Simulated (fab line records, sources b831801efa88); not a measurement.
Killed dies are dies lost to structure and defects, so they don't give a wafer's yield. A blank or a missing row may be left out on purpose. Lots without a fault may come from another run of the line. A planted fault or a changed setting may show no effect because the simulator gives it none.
Which tool did it? | flow gf180mcu | 12 lots, 36 wafers sampled, at 5 steps of a route of 602

WHAT THE GAUGES READ, wafer by wafer
GF_M4_RS_MEAS_05: measures by four-point-probe. Usual: M4_ALCU_RS 0.0698 ohm/sq, standard deviation 0.00076.
lot  | measured     | on            | M4_ALCU_RS (ohm/sq)  | flag
L215 | day 22 11:21 | film_metro-01 | 0.0690 0.0683 0.0699 |
L216 | day 22 20:48 | film_metro-01 | 0.0695 0.0700 0.0698 |
L219 | day 24 08:33 | film_metro-03 | 0.0698 0.0703 0.0708 |
L220 | day 24 09:41 | film_metro-01 | 0.0701 0.0713 0.0704 |
L221 | day 24 22:19 | film_metro-02 | 0.0702 0.0717 0.0704 |
L223 | day 25 19:55 | film_metro-02 | 0.0714 0.0697 0.0704 |
L222 | day 25 20:13 | film_metro-03 | 0.0695 0.0702 0.0705 |
L224 | day 26 15:37 | film_metro-03 | 0.0690 0.0694 0.0699 |
L225 | day 26 16:32 | film_metro-01 | 0.0698 0.0687 0.0697 |
L233 | day 28 11:31 | film_metro-01 | 0.0690 0.0695 0.0692 |
L235 | day 29 02:30 | film_metro-01 | 0.0696 0.0686 0.0701 |
L237 | day 29 18:17 | film_metro-01 | 0.0703 0.0698 0.0702 |

GF_M4_CD_MEAS_14: target cd 280 nm. Usual: cd_nm 280.2 nm, standard deviation 1.2.
lot  | measured     | on        | cd_nm (nm)        | flag
L215 | day 23 10:25 | cd_sem-01 | 280.4 280.5 280.0 |
L216 | day 23 19:13 | cd_sem-01 | 280.6 280.9 280.4 |
L219 | day 25 06:28 | cd_sem-02 | 280.4 279.0 281.6 |
L220 | day 25 06:48 | cd_sem-02 | 279.9 278.2 279.4 |
L221 | day 25 19:38 | cd_sem-01 | 278.6 279.8 279.4 |
L223 | day 26 16:32 | cd_sem-01 | 278.1 278.5 279.1 |
L222 | day 26 16:53 | cd_sem-01 | 280.4 279.4 278.8 |
L224 | day 27 10:32 | cd_sem-01 | 279.9 280.5 281.7 |
L225 | day 27 11:41 | cd_sem-02 | 281.0 280.8 281.7 |
L233 | day 29 07:05 | cd_sem-01 | 282.0 282.2 280.9 |
L235 | day 29 20:53 | cd_sem-02 | 280.0 278.8 280.0 |
L237 | day 30 12:50 | cd_sem-01 | 281.3 280.9 280.3 |

WHICH TOOL RAN EACH LOT (tool, then ch and the chambers of the sampled wafers, then the start)
lot  | GF_M2_COAT_09                     | GF_M2_STRIP_17                       | GF_M4_SPUTTER_03
L215 | litho_track-03 ch 0, day 18 15:34 | plasma_asher-04 ch 0,1, day 19 04:22 | pvd_sputter-02, day 22 11:16
L216 | litho_track-02 ch 0, day 19 02:03 | plasma_asher-04 ch 0, day 19 15:16   | pvd_sputter-04, day 22 20:43
L219 | litho_track-02 ch 0, day 20 16:45 | plasma_asher-01 ch 0,1, day 21 05:04 | pvd_sputter-02, day 24 08:28
L220 | litho_track-02 ch 0, day 20 18:41 | plasma_asher-04 ch 0,1, day 21 06:34 | pvd_sputter-04, day 24 09:37
L221 | litho_track-03 ch 0, day 21 08:29 | plasma_asher-02 ch 0,1, day 21 20:40 | pvd_sputter-04, day 24 22:13
L223 | litho_track-01 ch 0, day 22 08:07 | plasma_asher-01 ch 0,1, day 22 20:22 | pvd_sputter-04, day 25 19:51
L222 | litho_track-03 ch 0, day 22 08:20 | plasma_asher-04 ch 1, day 22 20:43   | pvd_sputter-03, day 25 20:09
L224 | litho_track-03 ch 0, day 23 04:46 | plasma_asher-02 ch 0,1, day 23 16:37 | pvd_sputter-03, day 26 15:32
L225 | litho_track-03 ch 0, day 23 05:25 | plasma_asher-01 ch 0,1, day 23 17:22 | pvd_sputter-02, day 26 16:25
L233 | litho_track-03 ch 0, day 25 06:34 | plasma_asher-02 ch 0,1, day 25 17:47 | pvd_sputter-02, day 28 11:24
L235 | litho_track-01 ch 0, day 25 22:00 | plasma_asher-04 ch 0,1, day 26 08:59 | pvd_sputter-02, day 29 02:26
L237 | litho_track-02 ch 0, day 26 15:55 | plasma_asher-01 ch 0,1, day 27 01:41 | pvd_sputter-03, day 29 18:11
- GF_M2_COAT_09: resist thk 1000 nm.
- GF_M2_STRIP_17: strips in O2/N2.
- GF_M4_SPUTTER_03: material Ti, target thk 10 nm, time 6.7 s.

WHAT THE TOOLS THEMSELVES READ (means of the sampled wafers that have a number; where no wafer has one, the mark that the record gives instead)
GF_M2_STRIP_17. Usual: drypump_motor_current_A 5.7 A, standard deviation 0.34; heater_power_w 313 W, standard deviation 40; n2_flow_sccm 300.0 sccm, standard deviation 0.88; oes_product_au 0.538 a.u., standard deviation 0.0052; strip_time_to_endpoint_s 7.40 s, standard deviation 0.061.
lot  | tool            | drypump_motor_current_A (A) | heater_power_w (W) | n2_flow_sccm (sccm) | oes_product_au (a.u.) | strip_time_to_endpoint_s (s) | flag
L215 | plasma_asher-04 | 5.6                         | 282                | 301.1               | 0.538                 | 7.36                         |
L216 | plasma_asher-04 | 5.3                         | 314                | 300.6               | 0.531                 | 7.34                         |
L219 | plasma_asher-01 | 5.4                         | 308                | 299.8               | 0.537                 | 7.38                         |
L220 | plasma_asher-04 | 5.5                         | 299                | 299.7               | 0.538                 | 7.43                         |
L221 | plasma_asher-02 | 6.1                         | 348                | 300.4               | 0.534                 | 7.38                         |
L223 | plasma_asher-01 | 5.4                         | 292                | 300.6               | 0.536                 | 7.35                         |
L222 | plasma_asher-04 | 5.8                         | 270                | 299.3               | 0.540                 | 7.46                         |
L224 | plasma_asher-02 | 6.2                         | 373                | 300.3               | 0.545                 | 7.51                         |
L225 | plasma_asher-01 | 5.4                         | 310                | 300.6               | 0.542                 | 7.45                         |
L233 | plasma_asher-02 | 6.2                         | 372                | 300.2               | 0.555                 | 7.75                         | OFF
L235 | plasma_asher-04 | 5.6                         | 283                | 299.8               | 0.538                 | 7.40                         |
L237 | plasma_asher-01 | 5.4                         | 293                | 300.2               | 0.530                 | 7.34                         |

GF_M4_SPUTTER_03. Usual: throttle_valve_pct 29.7 %, standard deviation 0.51.
lot  | tool           | throttle_valve_pct (%) | flag
L215 | pvd_sputter-02 | 29.8                   |
L216 | pvd_sputter-04 | 29.4                   |
L219 | pvd_sputter-02 | 29.8                   |
L220 | pvd_sputter-04 | 29.4                   |
L221 | pvd_sputter-04 | 29.4                   |
L223 | pvd_sputter-04 | 29.2                   |
L222 | pvd_sputter-03 | 30.0                   |
L224 | pvd_sputter-03 | 29.6                   |
L225 | pvd_sputter-02 | 29.6                   |
L233 | pvd_sputter-02 | 29.7                   |
L235 | pvd_sputter-02 | 29.8                   |
L237 | pvd_sputter-03 | 30.5                   |

THE ANSWER, worked out from the rows above alone
Rule: a lot is off if the mean of its wafers that have a number lies more than 3 standard deviations from the usual mean. A lot without any number at a reading at which 4 lots or more have one is off too. The other lots that the step has rows for count as sound. The gauges are gone through in route order, then the tools' own readings, and for those a lot's mean is taken as printed above. The first step at which some lot is off is used, and at that step the reading that is off furthest; a lot without a number counts as furthest.
Off: L233, at GF_M2_STRIP_17 (strip_time_to_endpoint_s).
A tool fits if, at that step or a process step before it, it ran every lot that is off, and no sound lot after the first of them. Can't be told from this: 2 tools fit, litho_track-03 at GF_M2_COAT_09, plasma_asher-02 at GF_M2_STRIP_17.

WHAT THE SIMULATOR HAD PUT IN
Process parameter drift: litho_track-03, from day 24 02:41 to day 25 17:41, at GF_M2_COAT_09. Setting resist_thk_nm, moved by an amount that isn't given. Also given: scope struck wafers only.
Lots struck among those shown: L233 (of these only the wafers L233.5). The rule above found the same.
